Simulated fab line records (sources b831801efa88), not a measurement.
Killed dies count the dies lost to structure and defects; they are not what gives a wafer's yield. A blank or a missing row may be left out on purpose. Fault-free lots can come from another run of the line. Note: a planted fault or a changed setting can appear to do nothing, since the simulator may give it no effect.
Matching of chambers | flow gf180mcu | cmp-02 running GF_CONTACT_CMP_04: 4 sister chambers
The step polishes SiO2. 4 wafers are shown with their chamber, then 7 later ones without.

== WAFERS PAIRED WITH THEIR CHAMBERS ==
wafer  | chamber | motor current A (A)
L634.1 | 2       | 11.5
L634.5 | 3       | 11.9
L635.2 | 0       | 10.9
L635.3 | 1       | 11.5

== WAFERS WITH NO CHAMBER GIVEN ==
wafer  | motor current A (A)
L635.4 | 11.9
L636.1 | 12.3
L636.2 | 12.3
L636.3 | 12.1
L637.1 | 11.4
L637.2 | 11.5
L637.6 | 11.4

== EACH ONE'S CHAMBER ==
wafer  | from the rows above               | in truth
L635.4 | can't be placed: 3 or 1 or 2      | 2
L636.1 | can't be placed: 3 or 1 or 2      | 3
L636.2 | can't be placed: 3 or 1 or 2      | 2
L636.3 | can't be placed: 3 or 1 or 2      | 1
L637.1 | can't be placed: 1 or 2 or 0 or 3 | 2
L637.2 | can't be placed: 1 or 2 or 3      | 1
L637.6 | can't be placed: 1 or 2 or 0 or 3 | 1
Placed correctly: 0 of 7. These rows do not allow placing 7 (true chamber among the candidates in 7). Wrongly placed: 0.
How it was worked out, from the rows above alone: a wafer's distance from a chamber is the root of the sum, over the readings, of the square of ((its reading less the chamber's mean) divided by the reading's scatter). If the next closest chamber is less than 2 further off than the closest, the wafer can't be placed; otherwise it belongs to the closest. The mean given for a chamber averages the wafers shown for that chamber. The scatter: root of mean squared gap, hidden wafer to nearest shown wafer, with one shown wafer a chamber.
